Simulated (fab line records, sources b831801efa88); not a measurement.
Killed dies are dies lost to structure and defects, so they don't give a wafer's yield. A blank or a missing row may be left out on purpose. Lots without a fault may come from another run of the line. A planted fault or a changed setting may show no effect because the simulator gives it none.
Chamber matching | flow sky130 | SKY_LI_CONTACT_ETCH_15 on rie_diel-02: 4 sister chambers
The step etches PSG in C4F8/O2/Ar, stops on Si, target depth 600 nm. 8 wafers are shown with their chamber, then 12 later ones without.

WAFERS WITH THEIR CHAMBER
wafer  | chamber | oes_product_au (a.u.)
L082.5 | 3       | 0.824
L082.6 | 2       | 0.830
L083.1 | 3       | 0.839
L083.2 | 0       | 0.830
L083.3 | 2       | 0.830
L083.4 | 1       | 0.836
L083.5 | 0       | 0.830
L083.6 | 1       | 0.843

WAFERS WITHOUT THEIR CHAMBER
wafer  | oes_product_au (a.u.)
L085.3 | 0.829
L085.5 | 0.835
L085.6 | 0.834
L089.1 | 0.838
L089.2 | 0.842
L089.3 | 0.840
L092.1 | 0.842
L092.3 | 0.842
L092.6 | 0.840
L094.1 | 0.838
L094.3 | 0.836
L094.5 | 0.840

WHICH CHAMBER EACH WENT THROUGH
wafer  | from the rows above               | in truth
L085.3 | can't be placed: 0 or 2 or 3 or 1 | 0
L085.5 | can't be placed: 3 or 1 or 0 or 2 | 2
L085.6 | can't be placed: 3 or 0 or 2 or 1 | 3
L089.1 | can't be placed: 1 or 3 or 0 or 2 | 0
L089.2 | can't be placed: 1 or 3 or 0 or 2 | 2
L089.3 | can't be placed: 1 or 3 or 0 or 2 | 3
L092.1 | can't be placed: 1 or 3 or 0 or 2 | 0
L092.3 | can't be placed: 1 or 3 or 0 or 2 | 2
L092.6 | can't be placed: 1 or 3 or 0 or 2 | 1
L094.1 | can't be placed: 1 or 3 or 0 or 2 | 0
L094.3 | can't be placed: 1 or 3 or 0 or 2 | 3
L094.5 | can't be placed: 1 or 3 or 0 or 2 | 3
Placed correctly: 0 of 12. Can't be placed from these rows: 12 (the true chamber is among the candidates in 12). Placed wrongly: 0.
How it was worked out, from the rows above alone: a wafer's distance from a chamber is the root of the sum, over the readings, of the square of ((its reading less the chamber's mean) divided by the reading's scatter). The wafer belongs to the nearest chamber; if the next one is less than 2 further off, it can't be placed. A chamber's mean is the mean of its shown wafers. The scatter: the root of (the sum of the squares of (reading less its chamber's mean) over the shown wafers, divided by (wafers less chambers)).
